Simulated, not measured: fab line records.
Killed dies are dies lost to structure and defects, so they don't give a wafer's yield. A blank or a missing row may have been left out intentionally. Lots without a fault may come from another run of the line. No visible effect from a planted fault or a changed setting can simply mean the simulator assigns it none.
fab line records / flow gf180mcu
record lots=14 wafers=42 lastDay=34
route steps=602 shown V2@404 M3@409 V3@433
lots with no fault: from the same line, run without faults
startH: hours from the record's first day to the start of the lot's first wafer shown / waitH: time in hours since the lot's previous step / " unchanged from the row above / L1.1+2: several wafers, shown together as one row / - either no value or no given start / * or withheld: withheld / < > ~ a bound
route shown NAME@n: NAME is a module with steps in the file, n the number in the route of the first one / usual: mean/standard deviation of fault-free wafers / same: alike in all rows / chamber/n: place in a boat / sites: the reading at each site / _std_site: standard deviation across them / _edge_site: outer sites' mean less inner sites' / radiusMm: for every site, how far away it sits from the centre of the wafer / mask NAME#n: copy n / behind: the most recent tool/chamber to have shaped the wafer / hold: why the lot was held/for how many hours/how that ended / device: the n, p or np transistor that did not switch / end of line: the route-end tests of the same wafers / for a step that has no rows: nothing shown but its recipe / killed: the dies lost at the first sort to structure and to defects; this is not the yield of the wafer / map: per-die view of a wafer (x killed, . not killed, _ where there is no die)
set.NAME: the setting the step ran with; set.NAME@STEP: the setting that earlier step ran with / model.NAME: the simulator's own value behind a step, which no gauge read
one table for each step of the route and one row for each wafer, over a sample of lots
services: from which hour (startH, from the record's first day; less than 0 if before it) a tool's chamber was out of use, for how many hours, and why
## steps
# step GF_V2_SPUTTER_22
# recipe material=TiN targetThkNm=10 chamberPressurePa=5 powerW=4000 timeS=40
# usual throttleValvePct=30.0/1.2
lot.wafer=L526.4 tool=pvdSputter-02 chamber=- startH=471.16 waitH=0.0 throttleValvePct=27.6
lot.wafer=L526.5 tool=pvdSputter-02 chamber=- startH=471.16 waitH=0.0 throttleValvePct=28.1
lot.wafer=L526.6 tool=pvdSputter-02 chamber=- startH=471.16 waitH=0.0 throttleValvePct=32.1
lot.wafer=L527.3 tool=pvdSputter-04 chamber=- startH=473.03 waitH=0.0 throttleValvePct=29.9
lot.wafer=L527.4 tool=pvdSputter-04 chamber=- startH=473.03 waitH=0.0 throttleValvePct=31.5
lot.wafer=L527.5 tool=pvdSputter-04 chamber=- startH=473.03 waitH=0.0 throttleValvePct=31.7
lot.wafer=L528.2 tool=pvdSputter-04 chamber=- startH=498.45 waitH=0.0 throttleValvePct=28.3
lot.wafer=L528.4 tool=pvdSputter-04 chamber=- startH=498.45 waitH=0.0 throttleValvePct=31.9
lot.wafer=L528.5 tool=pvdSputter-04 chamber=- startH=498.45 waitH=0.0 throttleValvePct=29.5
lot.wafer=L537.1 tool=pvdSputter-04 chamber=- startH=563.77 waitH=0.0 throttleValvePct=29.7
lot.wafer=L537.4 tool=pvdSputter-04 chamber=- startH=563.77 waitH=0.0 throttleValvePct=30.1
lot.wafer=L537.6 tool=pvdSputter-04 chamber=- startH=563.77 waitH=0.0 throttleValvePct=30.0
lot.wafer=L539.2 tool=pvdSputter-04 chamber=- startH=577.81 waitH=0.0 throttleValvePct=29.8
lot.wafer=L539.3 tool=pvdSputter-04 chamber=- startH=577.81 waitH=0.0 throttleValvePct=30.5
lot.wafer=L539.4 tool=pvdSputter-04 chamber=- startH=577.81 waitH=0.0 throttleValvePct=31.6
lot.wafer=L540.1 tool=pvdSputter-03 chamber=- startH=586.06 waitH=0.0 throttleValvePct=31.3
lot.wafer=L540.2 tool=pvdSputter-03 chamber=- startH=586.06 waitH=0.0 throttleValvePct=29.6
lot.wafer=L540.3 tool=pvdSputter-03 chamber=- startH=586.06 waitH=0.0 throttleValvePct=30.2
lot.wafer=L541.2 tool=pvdSputter-03 chamber=- startH=588.13 waitH=0.0 throttleValvePct=31.5
lot.wafer=L541.3 tool=pvdSputter-03 chamber=- startH=588.13 waitH=0.0 throttleValvePct=29.6
lot.wafer=L541.4 tool=pvdSputter-03 chamber=- startH=588.13 waitH=0.0 throttleValvePct=31.4
lot.wafer=L542.3 tool=pvdSputter-02 chamber=- startH=597.02 waitH=0.0 throttleValvePct=29.9
lot.wafer=L542.4 tool=pvdSputter-02 chamber=- startH=597.02 waitH=0.0 throttleValvePct=32.2
lot.wafer=L542.5 tool=pvdSputter-02 chamber=- startH=597.02 waitH=0.0 throttleValvePct=32.0
lot.wafer=L543.1 tool=pvdSputter-02 chamber=- startH=604.58 waitH=0.0 throttleValvePct=32.2
lot.wafer=L543.2 tool=pvdSputter-02 chamber=- startH=604.58 waitH=0.0 throttleValvePct=28.0
lot.wafer=L543.4 tool=pvdSputter-02 chamber=- startH=604.58 waitH=0.0 throttleValvePct=29.2
lot.wafer=L544.2 tool=pvdSputter-03 chamber=- startH=615.96 waitH=0.0 throttleValvePct=30.2
lot.wafer=L544.4 tool=pvdSputter-03 chamber=- startH=615.96 waitH=0.0 throttleValvePct=31.4
lot.wafer=L544.6 tool=pvdSputter-03 chamber=- startH=615.96 waitH=0.0 throttleValvePct=30.1
lot.wafer=L546.2 tool=pvdSputter-02 chamber=- startH=629.16 waitH=0.0 throttleValvePct=27.7
lot.wafer=L546.4 tool=pvdSputter-02 chamber=- startH=629.16 waitH=0.0 throttleValvePct=29.6
lot.wafer=L546.5 tool=pvdSputter-02 chamber=- startH=629.16 waitH=0.0 throttleValvePct=27.6
lot.wafer=L547.2 tool=pvdSputter-02 chamber=- startH=636.35 waitH=0.0 throttleValvePct=27.8
lot.wafer=L547.4 tool=pvdSputter-02 chamber=- startH=636.35 waitH=0.0 throttleValvePct=29.2
lot.wafer=L547.5 tool=pvdSputter-02 chamber=- startH=636.35 waitH=0.0 throttleValvePct=29.1
lot.wafer=L548.3 tool=pvdSputter-03 chamber=- startH=641.21 waitH=0.0 throttleValvePct=30.0
lot.wafer=L548.4 tool=pvdSputter-03 chamber=- startH=641.21 waitH=0.0 throttleValvePct=30.0
lot.wafer=L548.6 tool=pvdSputter-03 chamber=- startH=641.21 waitH=0.0 throttleValvePct=30.1
lot.wafer=L549.1 tool=pvdSputter-04 chamber=- startH=648.04 waitH=0.0 throttleValvePct=29.8
lot.wafer=L549.3 tool=pvdSputter-04 chamber=- startH=648.04 waitH=0.0 throttleValvePct=31.6
lot.wafer=L549.4 tool=pvdSputter-04 chamber=- startH=648.04 waitH=0.0 throttleValvePct=28.2
# step GF_M3_SPUTTER_00
# recipe material=Ti targetThkNm=37.5 arrivingIonEnergyEv=80 substrateTempC=200 chamberPressurePa=2 powerW=4000 timeS=150
# usual throttleValvePct=30.0/0.99
lot.wafer=L526.4 tool=pvdSputter-03 chamber=- startH=471.79 waitH=0.1 throttleValvePct=29.7
lot.wafer=L526.5 tool=pvdSputter-03 chamber=- startH=471.79 waitH=0.1 throttleValvePct=30.0
lot.wafer=L526.6 tool=pvdSputter-03 chamber=- startH=471.79 waitH=0.1 throttleValvePct=29.7
lot.wafer=L527.3 tool=pvdSputter-03 chamber=- startH=473.67 waitH=0.1 throttleValvePct=29.6
lot.wafer=L527.4 tool=pvdSputter-03 chamber=- startH=473.67 waitH=0.1 throttleValvePct=29.8
lot.wafer=L527.5 tool=pvdSputter-03 chamber=- startH=473.67 waitH=0.1 throttleValvePct=29.7
lot.wafer=L528.2 tool=pvdSputter-03 chamber=- startH=499.08 waitH=0.2 throttleValvePct=29.8
lot.wafer=L528.4 tool=pvdSputter-03 chamber=- startH=499.08 waitH=0.2 throttleValvePct=31.4
lot.wafer=L528.5 tool=pvdSputter-03 chamber=- startH=499.08 waitH=0.2 throttleValvePct=29.6
lot.wafer=L537.1 tool=pvdSputter-01 chamber=- startH=564.40 waitH=0.1 throttleValvePct=30.3
lot.wafer=L537.4 tool=pvdSputter-01 chamber=- startH=564.40 waitH=0.1 throttleValvePct=31.0
lot.wafer=L537.6 tool=pvdSputter-01 chamber=- startH=564.40 waitH=0.1 throttleValvePct=28.9
lot.wafer=L539.2 tool=pvdSputter-04 chamber=- startH=578.44 waitH=0.1 throttleValvePct=30.4
lot.wafer=L539.3 tool=pvdSputter-04 chamber=- startH=578.44 waitH=0.1 throttleValvePct=28.4
lot.wafer=L539.4 tool=pvdSputter-04 chamber=- startH=578.44 waitH=0.1 throttleValvePct=29.8
lot.wafer=L540.1 tool=pvdSputter-04 chamber=- startH=586.69 waitH=0.1 throttleValvePct=31.8
lot.wafer=L540.2 tool=pvdSputter-04 chamber=- startH=586.69 waitH=0.1 throttleValvePct=30.3
lot.wafer=L540.3 tool=pvdSputter-04 chamber=- startH=586.69 waitH=0.1 throttleValvePct=29.9
lot.wafer=L541.2 tool=pvdSputter-01 chamber=- startH=588.76 waitH=0.1 throttleValvePct=30.2
lot.wafer=L541.3 tool=pvdSputter-01 chamber=- startH=588.76 waitH=0.1 throttleValvePct=31.3
lot.wafer=L541.4 tool=pvdSputter-01 chamber=- startH=588.76 waitH=0.1 throttleValvePct=29.0
lot.wafer=L542.3 tool=pvdSputter-03 chamber=- startH=597.65 waitH=0.1 throttleValvePct=29.5
lot.wafer=L542.4 tool=pvdSputter-03 chamber=- startH=597.65 waitH=0.1 throttleValvePct=31.6
lot.wafer=L542.5 tool=pvdSputter-03 chamber=- startH=597.65 waitH=0.1 throttleValvePct=30.1
lot.wafer=L543.1 tool=pvdSputter-01 chamber=- startH=605.21 waitH=0.1 throttleValvePct=29.9
lot.wafer=L543.2 tool=pvdSputter-01 chamber=- startH=605.21 waitH=0.1 throttleValvePct=31.1
lot.wafer=L543.4 tool=pvdSputter-01 chamber=- startH=605.21 waitH=0.1 throttleValvePct=28.7
lot.wafer=L544.2 tool=pvdSputter-01 chamber=- startH=616.59 waitH=0.1 throttleValvePct=30.8
lot.wafer=L544.4 tool=pvdSputter-01 chamber=- startH=616.59 waitH=0.1 throttleValvePct=30.0
lot.wafer=L544.6 tool=pvdSputter-01 chamber=- startH=616.59 waitH=0.1 throttleValvePct=29.9
lot.wafer=L546.2 tool=pvdSputter-04 chamber=- startH=629.79 waitH=0.1 throttleValvePct=30.2
lot.wafer=L546.4 tool=pvdSputter-04 chamber=- startH=629.79 waitH=0.1 throttleValvePct=29.8
lot.wafer=L546.5 tool=pvdSputter-04 chamber=- startH=629.79 waitH=0.1 throttleValvePct=30.0
lot.wafer=L547.2 tool=pvdSputter-01 chamber=- startH=636.98 waitH=0.2 throttleValvePct=29.7
lot.wafer=L547.4 tool=pvdSputter-01 chamber=- startH=636.98 waitH=0.2 throttleValvePct=30.2
lot.wafer=L547.5 tool=pvdSputter-01 chamber=- startH=636.98 waitH=0.2 throttleValvePct=31.2
lot.wafer=L548.3 tool=pvdSputter-04 chamber=- startH=641.84 waitH=0.2 throttleValvePct=28.1
lot.wafer=L548.4 tool=pvdSputter-04 chamber=- startH=641.84 waitH=0.2 throttleValvePct=29.9
lot.wafer=L548.6 tool=pvdSputter-04 chamber=- startH=641.84 waitH=0.2 throttleValvePct=28.4
lot.wafer=L549.1 tool=pvdSputter-03 chamber=- startH=648.67 waitH=0.2 throttleValvePct=30.1
lot.wafer=L549.3 tool=pvdSputter-03 chamber=- startH=648.67 waitH=0.2 throttleValvePct=29.4
lot.wafer=L549.4 tool=pvdSputter-03 chamber=- startH=648.67 waitH=0.2 throttleValvePct=31.6
# step GF_M3_CD_MEAS_14
# recipe targetCdNm=280
# usual cdNm=280.2/1.1
lot.wafer=L526.4 tool=cdSem-01 chamber=- startH=496.06 waitH=0.1 cdNm=282.4
lot.wafer=L526.5 tool=cdSem-01 chamber=- startH=496.06 waitH=0.1 cdNm=282.3
lot.wafer=L526.6 tool=cdSem-01 chamber=- startH=496.06 waitH=0.1 cdNm=281.7
lot.wafer=L527.3 tool=cdSem-01 chamber=- startH=498.49 waitH=0.1 cdNm=279.6
lot.wafer=L527.4 tool=cdSem-01 chamber=- startH=498.49 waitH=0.1 cdNm=279.1
lot.wafer=L527.5 tool=cdSem-01 chamber=- startH=498.49 waitH=0.1 cdNm=279.1
lot.wafer=L528.2 tool=cdSem-01 chamber=- startH=523.07 waitH=0.1 cdNm=280.3
lot.wafer=L528.4 tool=cdSem-01 chamber=- startH=523.07 waitH=0.1 cdNm=279.6
lot.wafer=L528.5 tool=cdSem-01 chamber=- startH=523.07 waitH=0.1 cdNm=279.6
lot.wafer=L537.1 tool=cdSem-02 chamber=- startH=585.70 waitH=0.1 cdNm=279.3
lot.wafer=L537.4 tool=cdSem-02 chamber=- startH=585.70 waitH=0.1 cdNm=278.8
lot.wafer=L537.6 tool=cdSem-02 chamber=- startH=585.70 waitH=0.1 cdNm=279.3
lot.wafer=L539.2 tool=cdSem-02 chamber=- startH=599.42 waitH=0.1 cdNm=281.1
lot.wafer=L539.3 tool=cdSem-02 chamber=- startH=599.42 waitH=0.1 cdNm=280.9
lot.wafer=L539.4 tool=cdSem-02 chamber=- startH=599.42 waitH=0.1 cdNm=280.0
lot.wafer=L540.1 tool=cdSem-01 chamber=- startH=607.45 waitH=0.1 cdNm=279.4
lot.wafer=L540.2 tool=cdSem-01 chamber=- startH=607.45 waitH=0.1 cdNm=281.2
lot.wafer=L540.3 tool=cdSem-01 chamber=- startH=607.45 waitH=0.1 cdNm=280.0
lot.wafer=L541.2 tool=cdSem-01 chamber=- startH=609.02 waitH=0.1 cdNm=280.3
lot.wafer=L541.3 tool=cdSem-01 chamber=- startH=609.02 waitH=0.1 cdNm=281.4
lot.wafer=L541.4 tool=cdSem-01 chamber=- startH=609.02 waitH=0.1 cdNm=280.9
lot.wafer=L542.3 tool=cdSem-02 chamber=- startH=618.47 waitH=0.1 cdNm=278.8
lot.wafer=L542.4 tool=cdSem-02 chamber=- startH=618.47 waitH=0.1 cdNm=279.4
lot.wafer=L542.5 tool=cdSem-02 chamber=- startH=618.47 waitH=0.1 cdNm=279.1
lot.wafer=L543.1 tool=cdSem-01 chamber=- startH=625.53 waitH=0.1 cdNm=280.1
lot.wafer=L543.2 tool=cdSem-01 chamber=- startH=625.53 waitH=0.1 cdNm=281.1
lot.wafer=L543.4 tool=cdSem-01 chamber=- startH=625.53 waitH=0.1 cdNm=281.2
lot.wafer=L544.2 tool=cdSem-02 chamber=- startH=637.17 waitH=0.1 cdNm=281.0
lot.wafer=L544.4 tool=cdSem-02 chamber=- startH=637.17 waitH=0.1 cdNm=281.7
lot.wafer=L544.6 tool=cdSem-02 chamber=- startH=637.17 waitH=0.1 cdNm=281.8
lot.wafer=L546.2 tool=cdSem-01 chamber=- startH=649.87 waitH=0.1 cdNm=279.3
lot.wafer=L546.4 tool=cdSem-01 chamber=- startH=649.87 waitH=0.1 cdNm=281.4
lot.wafer=L546.5 tool=cdSem-01 chamber=- startH=649.87 waitH=0.1 cdNm=281.0
lot.wafer=L547.2 tool=cdSem-02 chamber=- startH=656.53 waitH=0.2 cdNm=280.8
lot.wafer=L547.4 tool=cdSem-02 chamber=- startH=656.53 waitH=0.2 cdNm=280.5
lot.wafer=L547.5 tool=cdSem-02 chamber=- startH=656.53 waitH=0.2 cdNm=280.8
lot.wafer=L548.3 tool=cdSem-02 chamber=- startH=661.57 waitH=0.1 cdNm=280.3
lot.wafer=L548.4 tool=cdSem-02 chamber=- startH=661.57 waitH=0.1 cdNm=280.0
lot.wafer=L548.6 tool=cdSem-02 chamber=- startH=661.57 waitH=0.1 cdNm=281.1
lot.wafer=L549.1 tool=cdSem-02 chamber=- startH=668.25 waitH=0.1 cdNm=278.1
lot.wafer=L549.3 tool=cdSem-02 chamber=- startH=668.25 waitH=0.1 cdNm=278.1
lot.wafer=L549.4 tool=cdSem-02 chamber=- startH=668.25 waitH=0.1 cdNm=277.1
# step GF_V3_CMP_04
# recipe material=SiO2 downForcePsi=4 platenRpm=60 padVelocityMS=0.94248
# usual edgeZonePressureFrac=1.000/0.0046 headPressurePsi=4.000/0.0093 motorCurrentA=11.6/0.59 timeToEndpointS=82/5
lot.wafer=L526.4 tool=cmp-02 chamber=3 startH=497.06 waitH=0.0 edgeZonePressureFrac=1.001 headPressurePsi=4.008 motorCurrentA=11.3 timeToEndpointS=85
lot.wafer=L526.6 tool=cmp-02 chamber=3 startH=497.06 waitH=0.0 edgeZonePressureFrac=1.004 headPressurePsi=4.023 motorCurrentA=11.4 timeToEndpointS=81
lot.wafer=L526.5 tool=cmp-02 chamber=0 startH=497.06 waitH=0.0 edgeZonePressureFrac=0.997 headPressurePsi=3.984 motorCurrentA=11.0 timeToEndpointS=89
lot.wafer=L527.3 tool=cmp-02 chamber=1 startH=499.72 waitH=0.1 edgeZonePressureFrac=0.999 headPressurePsi=4.011 motorCurrentA=11.6 timeToEndpointS=79
lot.wafer=L527.4 tool=cmp-02 chamber=2 startH=499.72 waitH=0.1 edgeZonePressureFrac=1.003 headPressurePsi=4.000 motorCurrentA=11.3 timeToEndpointS=81
lot.wafer=L527.5 tool=cmp-02 chamber=0 startH=499.72 waitH=0.1 edgeZonePressureFrac=1.000 headPressurePsi=3.998 motorCurrentA=11.7 timeToEndpointS=89
lot.wafer=L528.4 tool=cmp-02 chamber=3 startH=524.16 waitH=0.1 edgeZonePressureFrac=1.008 headPressurePsi=4.007 motorCurrentA=12.0 timeToEndpointS=78
lot.wafer=L528.2 tool=cmp-02 chamber=1 startH=524.16 waitH=0.1 edgeZonePressureFrac=1.001 headPressurePsi=4.009 motorCurrentA=11.4 timeToEndpointS=72
lot.wafer=L528.5 tool=cmp-02 chamber=2 startH=524.16 waitH=0.1 edgeZonePressureFrac=1.007 headPressurePsi=4.004 motorCurrentA=11.6 timeToEndpointS=78
lot.wafer=L537.1 tool=cmp-01 chamber=1 startH=586.77 waitH=0.1 edgeZonePressureFrac=- headPressurePsi=- motorCurrentA=- timeToEndpointS=-
lot.wafer=L537.4 tool=cmp-01 chamber=2 startH=586.77 waitH=0.1 edgeZonePressureFrac=- headPressurePsi=- motorCurrentA=- timeToEndpointS=-
lot.wafer=L537.6 tool=cmp-01 chamber=1 startH=586.77 waitH=0.1 edgeZonePressureFrac=- headPressurePsi=- motorCurrentA=- timeToEndpointS=-
lot.wafer=L539.3 tool=cmp-01 chamber=2 startH=600.55 waitH=0.1 edgeZonePressureFrac=- headPressurePsi=- motorCurrentA=- timeToEndpointS=-
lot.wafer=L539.2 tool=cmp-01 chamber=3 startH=600.55 waitH=0.1 edgeZonePressureFrac=- headPressurePsi=- motorCurrentA=- timeToEndpointS=-
lot.wafer=L539.4 tool=cmp-01 chamber=0 startH=600.55 waitH=0.1 edgeZonePressureFrac=- headPressurePsi=- motorCurrentA=- timeToEndpointS=-
lot.wafer=L540.3 tool=cmp-02 chamber=1 startH=608.52 waitH=0.0 edgeZonePressureFrac=1.002 headPressurePsi=3.982 motorCurrentA=11.6 timeToEndpointS=80
lot.wafer=L540.1 tool=cmp-02 chamber=3 startH=608.52 waitH=0.0 edgeZonePressureFrac=1.008 headPressurePsi=3.998 motorCurrentA=11.1 timeToEndpointS=79
lot.wafer=L540.2 tool=cmp-02 chamber=0 startH=608.52 waitH=0.0 edgeZonePressureFrac=0.998 headPressurePsi=4.004 motorCurrentA=11.6 timeToEndpointS=84
lot.wafer=L541.2 tool=cmp-01 chamber=1 startH=610.07 waitH=0.0 edgeZonePressureFrac=1.006 headPressurePsi=4.001 motorCurrentA=10.4 timeToEndpointS=83
lot.wafer=L541.3 tool=cmp-01 chamber=2 startH=610.07 waitH=0.0 edgeZonePressureFrac=1.004 headPressurePsi=4.005 motorCurrentA=11.8 timeToEndpointS=72
lot.wafer=L541.4 tool=cmp-01 chamber=3 startH=610.07 waitH=0.0 edgeZonePressureFrac=1.004 headPressurePsi=3.994 motorCurrentA=12.6 timeToEndpointS=82
lot.wafer=L542.3 tool=cmp-01 chamber=2 startH=619.55 waitH=0.1 edgeZonePressureFrac=0.996 headPressurePsi=3.992 motorCurrentA=11.5 timeToEndpointS=78
lot.wafer=L542.4 tool=cmp-01 chamber=3 startH=619.55 waitH=0.1 edgeZonePressureFrac=0.998 headPressurePsi=4.002 motorCurrentA=12.0 timeToEndpointS=81
lot.wafer=L542.5 tool=cmp-01 chamber=1 startH=619.55 waitH=0.1 edgeZonePressureFrac=0.997 headPressurePsi=3.995 motorCurrentA=10.6 timeToEndpointS=90
lot.wafer=L543.2 tool=cmp-02 chamber=2 startH=626.63 waitH=0.0 edgeZonePressureFrac=1.006 headPressurePsi=3.984 motorCurrentA=11.8 timeToEndpointS=79
lot.wafer=L543.4 tool=cmp-02 chamber=0 startH=626.63 waitH=0.0 edgeZonePressureFrac=1.000 headPressurePsi=3.993 motorCurrentA=11.5 timeToEndpointS=87
lot.wafer=L543.1 tool=cmp-02 chamber=1 startH=626.63 waitH=0.0 edgeZonePressureFrac=1.005 headPressurePsi=4.006 motorCurrentA=11.6 timeToEndpointS=73
lot.wafer=L544.2 tool=cmp-01 chamber=0 startH=638.87 waitH=0.5 edgeZonePressureFrac=0.994 headPressurePsi=3.993 motorCurrentA=12.3 timeToEndpointS=85
lot.wafer=L544.4 tool=cmp-01 chamber=1 startH=638.87 waitH=0.5 edgeZonePressureFrac=0.990 headPressurePsi=3.996 motorCurrentA=10.9 timeToEndpointS=93
lot.wafer=L544.6 tool=cmp-01 chamber=1 startH=638.87 waitH=0.5 edgeZonePressureFrac=0.996 headPressurePsi=4.011 motorCurrentA=10.9 timeToEndpointS=87
lot.wafer=L546.4 tool=cmp-01 chamber=0 startH=650.91 waitH=0.0 edgeZonePressureFrac=1.001 headPressurePsi=3.990 motorCurrentA=11.8 timeToEndpointS=87
lot.wafer=L546.2 tool=cmp-01 chamber=3 startH=650.91 waitH=0.0 edgeZonePressureFrac=0.997 headPressurePsi=3.996 motorCurrentA=12.0 timeToEndpointS=79
lot.wafer=L546.5 tool=cmp-01 chamber=0 startH=650.91 waitH=0.0 edgeZonePressureFrac=1.007 headPressurePsi=3.992 motorCurrentA=12.5 timeToEndpointS=91
lot.wafer=L547.2 tool=cmp-02 chamber=3 startH=657.85 waitH=0.3 edgeZonePressureFrac=1.004 headPressurePsi=4.011 motorCurrentA=11.1 timeToEndpointS=72
lot.wafer=L547.4 tool=cmp-02 chamber=0 startH=657.85 waitH=0.3 edgeZonePressureFrac=0.999 headPressurePsi=3.998 motorCurrentA=11.7 timeToEndpointS=87
lot.wafer=L547.5 tool=cmp-02 chamber=2 startH=657.85 waitH=0.3 edgeZonePressureFrac=0.999 headPressurePsi=3.972 motorCurrentA=11.7 timeToEndpointS=80
lot.wafer=L548.3 tool=cmp-02 chamber=2 startH=662.70 waitH=0.1 edgeZonePressureFrac=1.001 headPressurePsi=3.994 motorCurrentA=11.7 timeToEndpointS=82
lot.wafer=L548.4 tool=cmp-02 chamber=3 startH=662.70 waitH=0.1 edgeZonePressureFrac=0.997 headPressurePsi=3.995 motorCurrentA=11.4 timeToEndpointS=82
lot.wafer=L548.6 tool=cmp-02 chamber=1 startH=662.70 waitH=0.1 edgeZonePressureFrac=0.996 headPressurePsi=3.997 motorCurrentA=11.6 timeToEndpointS=83
lot.wafer=L549.1 tool=cmp-02 chamber=1 startH=669.40 waitH=0.1 edgeZonePressureFrac=0.997 headPressurePsi=3.983 motorCurrentA=11.7 timeToEndpointS=79
lot.wafer=L549.3 tool=cmp-02 chamber=2 startH=669.40 waitH=0.1 edgeZonePressureFrac=1.000 headPressurePsi=4.000 motorCurrentA=12.2 timeToEndpointS=77
lot.wafer=L549.4 tool=cmp-02 chamber=3 startH=669.40 waitH=0.1 edgeZonePressureFrac=0.999 headPressurePsi=4.001 motorCurrentA=11.2 timeToEndpointS=78
# step GF_V3_ETCH_17
# recipe chemistry=C4F8/O2/Ar maskMaterial=KrF target=SiO2 stopOn=TiN sourceW=1500 biasW=1200 pressureMtorr=40 c4f8FlowSccm=withheld O2_flow_sccm=6 Ar_flow_sccm=300 timeS=withheld targetDepthA=6350
# usual oesProductAu=0.856/0.0055
lot.wafer=L526.4 tool=rieDiel-01 chamber=1 startH=- waitH=- oesProductAu=0.849
lot.wafer=L526.5 tool=rieDiel-01 chamber=1 startH=- waitH=- oesProductAu=0.866
lot.wafer=L526.6 tool=rieDiel-01 chamber=0 startH=- waitH=- oesProductAu=0.863
lot.wafer=L527.3 tool=rieDiel-02 chamber=0 startH=- waitH=- oesProductAu=0.858
lot.wafer=L527.4 tool=rieDiel-02 chamber=3 startH=- waitH=- oesProductAu=0.848
lot.wafer=L527.5 tool=rieDiel-02 chamber=1 startH=- waitH=- oesProductAu=0.857
lot.wafer=L528.2 tool=rieDiel-02 chamber=0 startH=- waitH=- oesProductAu=0.859
lot.wafer=L528.4 tool=rieDiel-02 chamber=3 startH=- waitH=- oesProductAu=0.850
lot.wafer=L528.5 tool=rieDiel-02 chamber=0 startH=- waitH=- oesProductAu=0.855
lot.wafer=L537.1 tool=rieDiel-03 chamber=0 startH=- waitH=- oesProductAu=1.614
lot.wafer=L537.4 tool=rieDiel-03 chamber=1 startH=- waitH=- oesProductAu=1.593
lot.wafer=L537.6 tool=rieDiel-03 chamber=1 startH=- waitH=- oesProductAu=1.601
lot.wafer=L539.2 tool=rieDiel-02 chamber=3 startH=- waitH=- oesProductAu=1.631
lot.wafer=L539.3 tool=rieDiel-02 chamber=1 startH=- waitH=- oesProductAu=1.649
lot.wafer=L539.4 tool=rieDiel-02 chamber=3 startH=- waitH=- oesProductAu=1.621
lot.wafer=L540.1 tool=rieDiel-01 chamber=3 startH=- waitH=- oesProductAu=0.861
lot.wafer=L540.2 tool=rieDiel-01 chamber=2 startH=- waitH=- oesProductAu=0.850
lot.wafer=L540.3 tool=rieDiel-01 chamber=1 startH=- waitH=- oesProductAu=0.861
lot.wafer=L541.2 tool=rieDiel-02 chamber=1 startH=- waitH=- oesProductAu=0.864
lot.wafer=L541.3 tool=rieDiel-02 chamber=3 startH=- waitH=- oesProductAu=0.854
lot.wafer=L541.4 tool=rieDiel-02 chamber=1 startH=- waitH=- oesProductAu=0.851
lot.wafer=L542.3 tool=rieDiel-02 chamber=2 startH=- waitH=- oesProductAu=0.854
lot.wafer=L542.4 tool=rieDiel-02 chamber=2 startH=- waitH=- oesProductAu=0.854
lot.wafer=L542.5 tool=rieDiel-02 chamber=1 startH=- waitH=- oesProductAu=0.853
lot.wafer=L543.1 tool=rieDiel-02 chamber=2 startH=- waitH=- oesProductAu=0.854
lot.wafer=L543.2 tool=rieDiel-02 chamber=3 startH=- waitH=- oesProductAu=0.853
lot.wafer=L543.4 tool=rieDiel-02 chamber=0 startH=- waitH=- oesProductAu=0.862
lot.wafer=L544.2 tool=rieDiel-01 chamber=3 startH=- waitH=- oesProductAu=0.857
lot.wafer=L544.4 tool=rieDiel-01 chamber=2 startH=- waitH=- oesProductAu=0.864
lot.wafer=L544.6 tool=rieDiel-01 chamber=2 startH=- waitH=- oesProductAu=0.857
lot.wafer=L546.2 tool=rieDiel-03 chamber=0 startH=- waitH=- oesProductAu=0.855
lot.wafer=L546.4 tool=rieDiel-03 chamber=1 startH=- waitH=- oesProductAu=0.848
lot.wafer=L546.5 tool=rieDiel-03 chamber=0 startH=- waitH=- oesProductAu=0.847
lot.wafer=L547.2 tool=rieDiel-03 chamber=1 startH=- waitH=- oesProductAu=0.861
lot.wafer=L547.4 tool=rieDiel-03 chamber=3 startH=- waitH=- oesProductAu=0.857
lot.wafer=L547.5 tool=rieDiel-03 chamber=1 startH=- waitH=- oesProductAu=0.859
lot.wafer=L548.3 tool=rieDiel-02 chamber=2 startH=- waitH=- oesProductAu=0.865
lot.wafer=L548.4 tool=rieDiel-02 chamber=3 startH=- waitH=- oesProductAu=0.853
lot.wafer=L548.6 tool=rieDiel-02 chamber=0 startH=- waitH=- oesProductAu=0.863
lot.wafer=L549.1 tool=rieDiel-02 chamber=0 startH=- waitH=- oesProductAu=0.855
lot.wafer=L549.3 tool=rieDiel-02 chamber=1 startH=- waitH=- oesProductAu=0.859
lot.wafer=L549.4 tool=rieDiel-02 chamber=3 startH=- waitH=- oesProductAu=0.858
## services
tool=pvdSputter-04 chamber=- startH=447.57 hours=3.8 kind=repair
tool=cmp-02 chamber=- startH=449.43 hours=1.2 kind=repair
tool=cmp-02 chamber=- startH=450.74 hours=1.2 kind=repair
tool=pvdSputter-02 chamber=- startH=455.34 hours=1.2 kind=repair
tool=pvdSputter-02 chamber=- startH=472.70 hours=2.2 kind=repair
tool=pvdSputter-04 chamber=- startH=483.78 hours=3.3 kind=repair
tool=cmp-02 chamber=- startH=497.48 hours=0.5 kind=repair
tool=cmp-01 chamber=- startH=507.58 hours=0.9 kind=repair
tool=cmp-02 chamber=- startH=507.69 hours=1.4 kind=repair
tool=cmp-02 chamber=- startH=513.19 hours=0.9 kind=repair
tool=cmp-01 chamber=- startH=528.97 hours=4.6 kind=pm
tool=cmp-02 chamber=- startH=532.83 hours=17.5 kind=repair
tool=pvdSputter-02 chamber=- startH=538.50 hours=0.5 kind=repair
tool=cmp-02 chamber=- startH=538.64 hours=0.8 kind=repair
tool=cmp-01 chamber=- startH=572.30 hours=4.0 kind=pm
tool=pvdSputter-03 chamber=- startH=573.85 hours=4.6 kind=repair
tool=pvdSputter-02 chamber=- startH=577.26 hours=9.2 kind=repair
tool=cmp-01 chamber=- startH=583.38 hours=2.4 kind=repair
tool=pvdSputter-03 chamber=- startH=612.79 hours=1.5 kind=repair
tool=cmp-02 chamber=- startH=634.04 hours=4.8 kind=pm
tool=rieDiel-02 chamber=- startH=640.59 hours=5.5 kind=repair
tool=rieDiel-02 chamber=3 startH=653.99 hours=6.2 kind=repair
tool=cmp-01 chamber=- startH=657.37 hours=0.6 kind=repair
tool=pvdSputter-03 chamber=- startH=680.38 hours=3.9 kind=repair
## key
firstSign step=GF_V3_CMP_04 reading=toolRecord direction=missing
effect step=GF_V3_ETCH_17 reading=oesProductAu direction=up sigmas=99+ usual=0.856 struck=1.618
metAt GF_V3_CMP_04
struckLots L537,L539
laterRowsLeftOut L537.1,L537.4,L537.6,L539.2,L539.3,L539.4
sortLeftOut L537.1,L537.4,L537.6,L539.2,L539.3,L539.4
notActingAt GF_V2_SPUTTER_22,GF_M3_SPUTTER_00,GF_M3_CD_MEAS_14
onsetBetween 524.16 586.77
fault kind=skippedStepWhole tool=cmp-01,cmp-02 chamber=- onsetH=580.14 steps=GF_V3_CMP_04 scope=struckLotsOnly
# sortLeftOut: the simulated sort isn't trusted on such a fault, so these wafers' sort isn't shown, and their yield isn't known
# laterRowsLeftOut: the simulator's readings of these wafers behind a module that went badly wrong aren't trusted and aren't shown, but for the sort
